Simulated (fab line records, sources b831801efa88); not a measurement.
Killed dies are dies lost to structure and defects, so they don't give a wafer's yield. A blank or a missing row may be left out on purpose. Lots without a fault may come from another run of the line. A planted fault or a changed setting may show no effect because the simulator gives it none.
fab line records | flow gf180mcu
record lots=5 wafers=15 last_day=33
route steps=602 shown VT_IMPLANT@110
lots that met no fault: from a run of the same line without faults
start_h: hours from the record's first day to the start of the lot's first wafer shown | wait_h: hours since the lot's step before | " the same as in the row above | L1.1+2: a row that stands for several wafers | - no value, or no start given | * or withheld: withheld | < > ~ a bound
route shown NAME@n: a module of which the file shows steps, and the number in the route of the first | usual: mean/standard deviation of fault-free wafers | same: alike in all rows | chamber/n: place in a boat | sites: the reading at each site | _std_site: their standard deviation | _edge_site: outer sites' mean less inner sites' | radius_mm: how far each site lies from the wafer's centre | mask NAME#n: copy n | behind: the tool/chamber that last shaped the wafer | hold: why the lot was held/for how many hours/how that ended | device: the transistor (n, p or np) that didn't switch | end of line: the same wafers' tests at the end of the route | a step without rows: its recipe alone | killed: dies lost to structure and defects at the first sort, not the wafer's yield | map: a wafer's dies, x killed, . not, _ none there
set.NAME: the setting as run; set.NAME@STEP: as run at that earlier step | model.NAME: the simulator's own value behind a step, which no gauge read
lots at some steps of the route; a table a step, a row a wafer
services: from which hour (start_h, from the record's first day; less than 0 if before it) a tool's chamber was out of use, for how many hours, and why
## steps
# step GF_VT_IMPLANT_STRIP_20
# recipe chemistry=O2/N2 power_w=1400 pressure_mtorr=1500 platen_temp_c=250 o2_flow_sccm=3000 n2_flow_sccm=300 overash_fraction=0.5
# usual drypump_motor_current_A=5.7/0.36 heater_power_w=331/50 oes_product_au=0.717/0.0045 strip_time_to_endpoint_s=12.66/0.035
# same overash_fraction=0.5
# columns lot.wafer tool chamber start_h wait_h drypump_motor_current_A heater_power_w oes_product_au rf_hours_counter_h strip_time_to_endpoint_s
L082.1 plasma_asher-02 0 175.26 0.1 6.3 349 0.718 40 12.64
L082.3 " 1 " " 5.7 358 0.721 - 12.65
L082.6 " 1 " " 5.7 348 0.715 - 12.65
L084.1 plasma_asher-04 0 189.90 0.1 5.5 322 0.712 52 12.63
L084.4 " 1 " " 5.3 290 0.715 - 12.63
L084.6 " 1 " " 5.2 286 0.712 - 12.60
L086.2 plasma_asher-02 0 203.86 0.1 6.3 354 0.713 43 12.62
L086.4 " 1 " " 5.7 358 0.713 - 12.64
L086.5 " 1 " " 5.7 349 0.717 - 12.64
L088.2 plasma_asher-02 1 214.70 0.1 5.7 348 0.716 44 12.69
L088.4 " 0 " " 6.3 355 0.722 - 12.69
L088.5 " 1 " " 5.7 352 0.712 - 12.69
L093.2 plasma_asher-04 0 246.65 0.1 5.5 332 0.714 58 12.59
L093.4 " 1 " " 5.3 282 0.716 - 12.65
L093.6 " 1 " " 5.3 284 0.711 - 12.66
# step GF_VT_IMPLANT_TW_MEAS_21
# usual VT_IMPLANT_2_TW=1206/6.7
# columns lot.wafer tool chamber start_h wait_h VT_IMPLANT_2_TW
L082.1 film_metro-01 - 175.36 0.1 1206
L082.3 " - " " 1209
L082.6 " - " " 1206
L084.1 film_metro-04 - 190.00 0.1 1213
L084.4 " - " " 1221
L084.6 " - " " 1211
L086.2 film_metro-03 - 203.97 0.1 1193
L086.4 " - " " 1196
L086.5 " - " " 1202
L088.2 film_metro-03 - 214.81 0.1 1201
L088.4 " - " " 1198
L088.5 " - " " 1201
L093.2 film_metro-01 - 246.76 0.1 1213
L093.4 " - " " 1207
L093.6 " - " " 1211
# step GF_VT_IMPLANT_DEHYDRATE_22
# recipe temp_c=200 time_s=60
# same time_s=60
# columns lot.wafer tool chamber start_h wait_h
L082.1+3+6 litho_track-01 0 183.41 8.0
L084.1+4+6 litho_track-01 0 197.86 7.9
L086.2+4+5 litho_track-01 0 211.79 7.8
L088.2+4+5 litho_track-04 0 223.39 8.6
L093.2+4+6 litho_track-03 0 254.90 8.1
# step GF_VT_IMPLANT_HMDS_23
# recipe prime_time_s=60 prime_temp_c=120
# same prime_time_s=60
# columns lot.wafer tool chamber start_h wait_h
L082.1+3+6 litho_track-01 0 183.56 0.1
L084.1+4+6 litho_track-01 0 198.01 0.1
L086.2+4+5 litho_track-01 0 211.94 0.1
L088.2+4+5 litho_track-04 0 223.54 0.1
L093.2+4+6 litho_track-03 0 255.05 0.1
# step GF_VT_IMPLANT_COAT_24
# recipe resist=NOVOLAK spin_rpm=3000 resist_thk_nm=1000
# columns lot.wafer tool chamber start_h wait_h
L082.1+3+6 litho_track-01 0 183.71 0.1
L084.1+4+6 litho_track-01 0 198.16 0.1
L086.2+4+5 litho_track-01 0 212.09 0.1
L088.2+4+5 litho_track-04 0 223.69 0.1
L093.2+4+6 litho_track-03 0 255.20 0.1
# step GF_VT_IMPLANT_SOFTBAKE_25
# recipe temp_c=90 time_s=60 resist=NOVOLAK
# same time_s=60
# columns lot.wafer tool chamber start_h wait_h
L082.1+3+6 litho_track-01 0 183.86 0.1
L084.1+4+6 litho_track-01 0 198.31 0.1
L086.2+4+5 litho_track-01 0 212.24 0.1
L088.2+4+5 litho_track-04 0 223.84 0.1
L093.2+4+6 litho_track-03 0 255.35 0.1
# step GF_VT_IMPLANT_EXPOSE_26
# recipe mask_id=LVPWELL_HV_AREA target_cd_nm=860 na=0.6 source_shape=conventional sigma_outer=0.6 dose_mj=140
# usual exposure_dose_mJ_cm2=140.01/0.12 focus_offset_nm=0.0/0.5
# same na=0.6
# columns lot.wafer tool chamber start_h wait_h mask exposure_dose_mJ_cm2 focus_offset_nm
L082.1 iline_stepper-02 0 - - LVPWELL_HV_AREA#0 140.16 -0.1
L082.3 " 0 " " LVPWELL_HV_AREA#0 140.03 -0.3
L082.6 " 0 " " LVPWELL_HV_AREA#0 139.98 0.5
L084.1 iline_stepper-01 0 - - LVPWELL_HV_AREA#0 139.89 -0.1
L084.4 " 0 " " LVPWELL_HV_AREA#0 139.92 0.4
L084.6 " 0 " " LVPWELL_HV_AREA#0 139.90 0.0
L086.2 iline_stepper-02 0 - - LVPWELL_HV_AREA#0 140.07 -0.6
L086.4 " 0 " " LVPWELL_HV_AREA#0 140.19 0.2
L086.5 " 0 " " LVPWELL_HV_AREA#0 139.86 -0.3
L088.2 iline_stepper-01 0 - - LVPWELL_HV_AREA#0 140.13 -0.3
L088.4 " 0 " " LVPWELL_HV_AREA#0 140.11 0.0
L088.5 " 0 " " LVPWELL_HV_AREA#0 140.14 0.4
L093.2 iline_stepper-01 0 - - LVPWELL_HV_AREA#0 140.10 -0.2
L093.4 " 0 " " LVPWELL_HV_AREA#0 139.97 -0.7
L093.6 " 0 " " LVPWELL_HV_AREA#0 140.11 0.1
# step GF_VT_IMPLANT_PEB_27
# recipe temp_c=withheld time_s=* resist=NOVOLAK
# same time_s=*
# columns lot.wafer tool chamber start_h wait_h
L082.1+3+6 litho_track-01 0 - -
L084.1+4+6 litho_track-04 0 - -
L086.2+4+5 litho_track-01 0 - -
L088.2+4+5 litho_track-01 0 - -
L093.2+4+6 litho_track-04 0 - -
# step GF_VT_IMPLANT_DEVELOP_28
# recipe develop_time_s=60 dev_temp_c=23
# columns lot.wafer tool chamber start_h wait_h
L082.1+3+6 litho_track-01 0 191.86 0.1
L084.1+4+6 litho_track-04 0 207.21 0.1
L086.2+4+5 litho_track-01 0 220.64 0.1
L088.2+4+5 litho_track-01 0 232.64 0.1
L093.2+4+6 litho_track-04 0 264.49 0.1
# step GF_VT_IMPLANT_OVL_MEAS_29
# usual VT_IMPLANT_02_OVL=-0.3/1.5
# columns lot.wafer tool chamber start_h wait_h VT_IMPLANT_02_OVL[nm]
L082.1 overlay-02 - 192.01 0.1 -1.4
L082.3 " - " " -2.0
L082.6 " - " " 1.5
L084.1 overlay-02 - 207.36 0.1 1.3
L084.4 " - " " 1.1
L084.6 " - " " 0.5
L086.2 overlay-02 - 220.77 0.1 0.1
L086.4 " - " " 1.9
L086.5 " - " " 0.5
L088.2 overlay-01 - 232.77 0.1 -1.6
L088.4 " - " " -1.7
L088.5 " - " " 0.6
L093.2 overlay-01 - 264.62 0.1 1.1
L093.4 " - " " -0.9
L093.6 " - " " -0.4
# step GF_VT_IMPLANT_IMPLANT_30
# recipe species=B energy_kev=25 dose_cm2=2.534e+12 tilt_deg=7
# same implant_ion_amu=11
# columns lot.wafer tool chamber start_h wait_h
L082.1+3+6 implanter-03 0 192.05 0.0
L084.1+4+6 implanter-01 0 207.40 0.0
L086.2+4+5 implanter-04 0 220.82 0.0
L088.2+4+5 implanter-03 0 232.82 0.0
L093.2+4+6 implanter-03 0 264.67 0.0
# step GF_VT_IMPLANT_STRIP_31
# recipe chemistry=O2/N2 power_w=1400 pressure_mtorr=1500 platen_temp_c=250 o2_flow_sccm=3000 n2_flow_sccm=300 overash_fraction=0.5
# usual drypump_motor_current_A=5.6/0.35 heater_power_w=329/51 oes_product_au=0.716/0.0047 strip_time_to_endpoint_s=12.63/0.032
# same overash_fraction=0.5
# columns lot.wafer tool chamber start_h wait_h drypump_motor_current_A heater_power_w oes_product_au rf_hours_counter_h strip_time_to_endpoint_s
L082.1 plasma_asher-04 1 192.20 0.1 5.3 273 0.721 52 12.62
L082.3 " 0 " " 5.5 327 0.715 - 12.69
L082.6 " 0 " " 5.5 332 0.715 - 12.62
L084.1 plasma_asher-03 0 207.55 0.1 6.0 422 0.727 55 12.68
L084.4 " 0 " " 6.0 441 0.713 - 12.68
L084.6 " 0 " " 6.1 421 0.718 - 12.67
L086.2 plasma_asher-04 1 220.95 0.1 5.3 278 0.714 55 12.69
L086.4 " 0 " " 5.4 331 0.704 - 12.62
L086.5 " 1 " " 5.3 283 0.716 - 12.67
L088.2 plasma_asher-02 0 232.95 0.1 6.2 353 0.720 46 12.62
L088.4 " 0 " " 6.3 359 0.714 - 12.60
L088.5 " 1 " " 5.7 353 0.724 - 12.60
L093.2 plasma_asher-02 1 264.80 0.1 5.7 347 0.716 50 12.61
L093.4 " 1 " " 5.7 354 0.725 - 12.61
L093.6 " 1 " " 5.7 348 0.715 - 12.62
# step GF_VT_IMPLANT_TW_MEAS_32
# usual VT_IMPLANT_3_TW=267.1/1.4
# columns lot.wafer tool chamber start_h wait_h VT_IMPLANT_3_TW
L082.1 film_metro-04 - 192.30 0.1 266.2
L082.3 " - " " 267.3
L082.6 " - " " 266.2
L084.1 film_metro-01 - 207.65 0.1 266.8
L084.4 " - " " 266.9
L084.6 " - " " 266.5
L086.2 film_metro-01 - 221.06 0.1 266.7
L086.4 " - " " 268.1
L086.5 " - " " 267.9
L088.2 film_metro-01 - 233.12 0.1 268.3
L088.4 " - " " 266.4
L088.5 " - " " 267.3
L093.2 film_metro-01 - 264.91 0.1 266.5
L093.4 " - " " 269.0
L093.6 " - " " 266.7
# step GF_VT_IMPLANT_DEHYDRATE_33
# recipe temp_c=200 time_s=60
# same time_s=60
# columns lot.wafer tool chamber start_h wait_h
L082.1+3+6 litho_track-01 0 199.71 7.4
L084.1+4+6 litho_track-01 0 215.16 7.5
L086.2+4+5 litho_track-01 0 229.39 8.3
L088.2+4+5 litho_track-04 0 241.14 8.0
L093.2+4+6 litho_track-03 0 273.75 8.8
# step GF_VT_IMPLANT_HMDS_34
# recipe prime_time_s=60 prime_temp_c=120
# same prime_time_s=60
# columns lot.wafer tool chamber start_h wait_h
L082.1+3+6 litho_track-01 0 199.86 0.1
L084.1+4+6 litho_track-01 0 215.31 0.1
L086.2+4+5 litho_track-01 0 229.54 0.1
L088.2+4+5 litho_track-04 0 241.29 0.1
L093.2+4+6 litho_track-03 0 273.90 0.1
# step GF_VT_IMPLANT_COAT_35
# recipe resist=NOVOLAK spin_rpm=3000 resist_thk_nm=1000
# columns lot.wafer tool chamber start_h wait_h
L082.1+3+6 litho_track-01 0 200.01 0.1
L084.1+4+6 litho_track-01 0 215.46 0.1
L086.2+4+5 litho_track-01 0 229.69 0.1
L088.2+4+5 litho_track-04 0 241.44 0.1
L093.2+4+6 litho_track-03 0 274.05 0.1
# step GF_VT_IMPLANT_SOFTBAKE_36
# recipe temp_c=89.47 time_s=60 resist=NOVOLAK
# same time_s=60
# columns lot.wafer tool chamber start_h wait_h
L082.1+3+6 litho_track-01 0 200.16 0.1
L084.1+4+6 litho_track-01 0 215.61 0.1
L086.2+4+5 litho_track-01 0 229.84 0.1
L088.2+4+5 litho_track-04 0 241.59 0.1
L093.2+4+6 litho_track-03 0 274.20 0.1
# step GF_VT_IMPLANT_EXPOSE_37
# recipe mask_id=Nwell_HV_AREA target_cd_nm=860 na=0.6 source_shape=conventional sigma_outer=0.6 dose_mj=140
# usual exposure_dose_mJ_cm2=140.00/0.14 focus_offset_nm=0.0/0.54
# same na=0.6
# columns lot.wafer tool chamber start_h wait_h mask exposure_dose_mJ_cm2 focus_offset_nm
L082.1 iline_stepper-02 0 - - Nwell_HV_AREA#0 139.89 0.1
L082.3 " 0 " " Nwell_HV_AREA#0 140.10 1.0
L082.6 " 0 " " Nwell_HV_AREA#0 140.00 1.0
L084.1 iline_stepper-01 0 - - Nwell_HV_AREA#0 140.36 0.2
L084.4 " 0 " " Nwell_HV_AREA#0 140.14 -0.2
L084.6 " 0 " " Nwell_HV_AREA#0 139.96 0.4
L086.2 iline_stepper-02 0 - - Nwell_HV_AREA#0 139.80 0.3
L086.4 " 0 " " Nwell_HV_AREA#0 140.03 0.0
L086.5 " 0 " " Nwell_HV_AREA#0 140.07 1.4
L088.2 iline_stepper-01 0 - - Nwell_HV_AREA#0 139.93 0.1
L088.4 " 0 " " Nwell_HV_AREA#0 139.99 0.3
L088.5 " 0 " " Nwell_HV_AREA#0 139.92 -0.1
L093.2 iline_stepper-01 0 - - Nwell_HV_AREA#0 139.85 0.7
L093.4 " 0 " " Nwell_HV_AREA#0 139.90 0.9
L093.6 " 0 " " Nwell_HV_AREA#0 139.75 0.7
# step GF_VT_IMPLANT_PEB_38
# recipe temp_c=withheld time_s=* resist=NOVOLAK
# same time_s=*
# columns lot.wafer tool chamber start_h wait_h
L082.1+3+6 litho_track-03 0 - -
L084.1+4+6 litho_track-03 0 - -
L086.2+4+5 litho_track-04 0 - -
L088.2+4+5 litho_track-01 0 - -
L093.2+4+6 litho_track-01 0 - -
# step GF_VT_IMPLANT_DEVELOP_39
# recipe develop_time_s=60 dev_temp_c=23
# columns lot.wafer tool chamber start_h wait_h
L082.1+3+6 litho_track-03 0 208.83 0.1
L084.1+4+6 litho_track-03 0 225.13 0.1
L086.2+4+5 litho_track-04 0 238.39 0.1
L088.2+4+5 litho_track-01 0 250.84 0.1
L093.2+4+6 litho_track-01 0 284.49 0.1
# step GF_VT_IMPLANT_OVL_MEAS_40
# usual VT_IMPLANT_03_OVL=-0.1/1.1
# columns lot.wafer tool chamber start_h wait_h VT_IMPLANT_03_OVL[nm]
L082.1 overlay-02 - 208.98 0.1 0.2
L082.3 " - " " 0.0
L082.6 " - " " 0.4
L084.1 overlay-01 - 225.28 0.1 0.2
L084.4 " - " " 0.3
L084.6 " - " " 0.1
L086.2 overlay-02 - 238.52 0.1 1.3
L086.4 " - " " 2.9
L086.5 " - " " -0.1
L088.2 overlay-02 - 250.97 0.1 -0.7
L088.4 " - " " 0.6
L088.5 " - " " -0.2
L093.2 overlay-01 - 284.62 0.1 0.7
L093.4 " - " " -0.9
L093.6 " - " " 0.8
# step GF_VT_IMPLANT_IMPLANT_41
# recipe species=As energy_kev=70 dose_cm2=1.013e+12 tilt_deg=7
# same implant_ion_amu=75
# columns lot.wafer tool chamber start_h wait_h
L082.1+3+6 implanter-01 0 209.01 0.0
L084.1+4+6 implanter-04 0 225.31 0.0
L086.2+4+5 implanter-03 0 238.57 0.0
L088.2+4+5 implanter-04 0 251.02 0.0
L093.2+4+6 implanter-03 0 284.67 0.0
# step GF_VT_IMPLANT_STRIP_42
# recipe chemistry=O2/N2 power_w=1400 pressure_mtorr=1500 platen_temp_c=250 o2_flow_sccm=3000 n2_flow_sccm=300 overash_fraction=0.5
# usual drypump_motor_current_A=5.7/0.35 heater_power_w=331/55 oes_product_au=0.717/0.0045 strip_time_to_endpoint_s=12.65/0.039
# same overash_fraction=0.5
# columns lot.wafer tool chamber start_h wait_h drypump_motor_current_A heater_power_w oes_product_au rf_hours_counter_h strip_time_to_endpoint_s
L082.1 plasma_asher-02 0 209.16 0.1 6.3 358 0.715 43 12.64
L082.3 " 0 " " 6.3 351 0.718 - 12.66
L082.6 " 0 " " 6.3 352 0.721 - 12.71
L084.1 plasma_asher-04 1 225.46 0.1 5.3 282 0.713 56 12.72
L084.4 " 1 " " 5.3 280 0.716 - 12.68
L084.6 " 1 " " 5.3 288 0.720 - 12.70
L086.2 plasma_asher-02 0 238.70 0.1 6.2 359 0.722 47 12.69
L086.4 " 1 " " 5.7 345 0.715 - 12.67
L086.5 " 1 " " 5.7 355 0.713 - 12.66
L088.2 plasma_asher-02 0 251.15 0.1 6.3 358 0.718 48 12.67
L088.4 " 1 " " 5.7 360 0.718 - 12.64
L088.5 " 0 " " 6.3 357 0.718 - 12.68
L093.2 plasma_asher-03 0 284.80 0.1 6.0 428 0.713 63 12.68
L093.4 " 0 " " 6.0 424 0.717 - 12.69
L093.6 " 0 " " 6.0 431 0.720 - 12.74
## services
# columns tool chamber start_h hours kind
plasma_asher-03 - 179.27 2.8 pm
implanter-04 - 196.47 1.7 repair
implanter-01 - 200.91 6.3 pm
implanter-01 - 209.70 0.8 repair
iline_stepper-01 - 216.61 4.3 pm
iline_stepper-02 - 224.93 4.4 pm
plasma_asher-03 - 227.66 3.4 repair
implanter-03 - 229.35 3.2 repair
plasma_asher-03 - 245.86 2.6 repair
iline_stepper-02 - 246.25 2.0 repair
plasma_asher-04 - 256.14 12.0 repair
implanter-03 - 257.49 3.4 pm
plasma_asher-03 - 258.49 3.5 repair
litho_track-04 - 258.72 - consumable_replace:filter
plasma_asher-02 - 269.59 23.2 repair
plasma_asher-04 - 272.31 3.5 repair
implanter-01 - 283.38 3.3 repair
## key
fault none
